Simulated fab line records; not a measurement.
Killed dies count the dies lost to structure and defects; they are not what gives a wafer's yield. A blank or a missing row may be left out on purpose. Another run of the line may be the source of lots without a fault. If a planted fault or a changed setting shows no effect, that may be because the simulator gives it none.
A struck lot beside a sound one ; flow sky130 ; 15 out of 708 route steps
Sound: these wafers, L306.1, L306.2, L306.3. Wafers struck: L301.2, L301.4, L301.6. At the end, the cause is stated.
At each step with rows: each side's tool, then ch and its chambers, then its first start. Under that, the readings that differ: sound wafers ; struck wafers ; difference of the means ; sigmas: that difference in standard deviations of wafers without a fault.
alike: words and numbers the same on both sides, and readings whose means are apart by under 2 such deviations; not compared: readings that were withheld, readings missing a value for some wafer, numbers with overlapping values and no deviation given by the record, and bounds like >300 which may hide the same value.
A row with sigmas, a row that says differs or no value, or rows on one side alone: a step with any of these is where the two part. Numbers that have no deviation but don't overlap get no sigmas and don't part them. A reading missing from all wafers of one side parts the sides only when that side holds two or more wafers.

first, 3 steps without rows for these wafers: SKY_LDD_P_EXPOSE_04 (exposes mask PSDM, target cd 380 nm); SKY_LDD_P_PEB_05; SKY_LDD_P_DEVELOP_06 (develop time 60 s).
SKY_LDD_P_CD_MEAS_07 targets a cd of 380 nm.
  sound on cd-sem-01, day 24 16:11; struck on cd-sem-02, day 23 01:40
  alike: cd-nm
SKY_LDD_P_OVL_MEAS_08:
  sound on overlay-01, day 24 16:19; struck on overlay-01, day 23 01:46
  alike: LDD_P_OVL
then, 1 step without rows for these wafers: SKY_LDD_P_IMPLANT_09.
SKY_LDD_P_STRIP_10: strips in O2/N2.
  sound on plasma-asher-03 ch 0,1, day 24 16:30; struck on plasma-asher-04 ch 0,1, day 23 01:57
reading;sound;struck;difference;sigmas
drypump-motor-current-A (A);6.5 6.1 6.5;5.0 5.5 5.5;-1.0;-2
o2-flow-sccm (sccm);3014 3019 3016;2987 2996 3001;-22;-2
  alike: oes-product-au, strip-time-to-endpoint-s
  not compared: rf-hours-counter-h
SKY_LDD_P_TW_MEAS_11:
  sound on film-metro-03, day 24 16:36; struck on film-metro-04, day 23 02:04
  alike: LDD_P_TW
then, 4 steps without rows for these wafers: SKY_LDD_HVN_DEHYDRATE_00 (time 60 s); SKY_LDD_HVN_HMDS_01 (prime time 60 s); SKY_LDD_HVN_COAT_02 (resist thk 300 nm); SKY_LDD_HVN_SOFTBAKE_03 (time 60 s).
SKY_LDD_HVN_EXPOSE_04: exposes mask HVNTM, target cd 700 nm.
  sound on iline-stepper-01 ch 0, day 25 06:27; struck on iline-stepper-01 ch 0, day 23 16:53
reading;sound;struck;difference;sigmas
mask;HVNTM#0 HVNTM#0 HVNTM#0;HVNTM_R1#0 HVNTM_R1#0 HVNTM_R1#0;differs;
  alike: exposure-dose-mJ-cm2
then, 1 step without rows for these wafers: SKY_LDD_HVN_PEB_05.
-- a jump in the record: the struck wafers' starts before and after are 25 days apart (it breaks off in module LDD_HVN and resumes in module PAD_OPEN, where the first step shown is number 708 of the route) --
SKY_PAD_OPEN_PROBE_99:
  record: rows for the struck wafers here (prober-01, day 48 09:21), none for the sound ones

== WHERE THEY PART ==
First at SKY_LDD_P_STRIP_10; last, within this record, at SKY_PAD_OPEN_PROBE_99.

WHY: whatever the simulator had introduced
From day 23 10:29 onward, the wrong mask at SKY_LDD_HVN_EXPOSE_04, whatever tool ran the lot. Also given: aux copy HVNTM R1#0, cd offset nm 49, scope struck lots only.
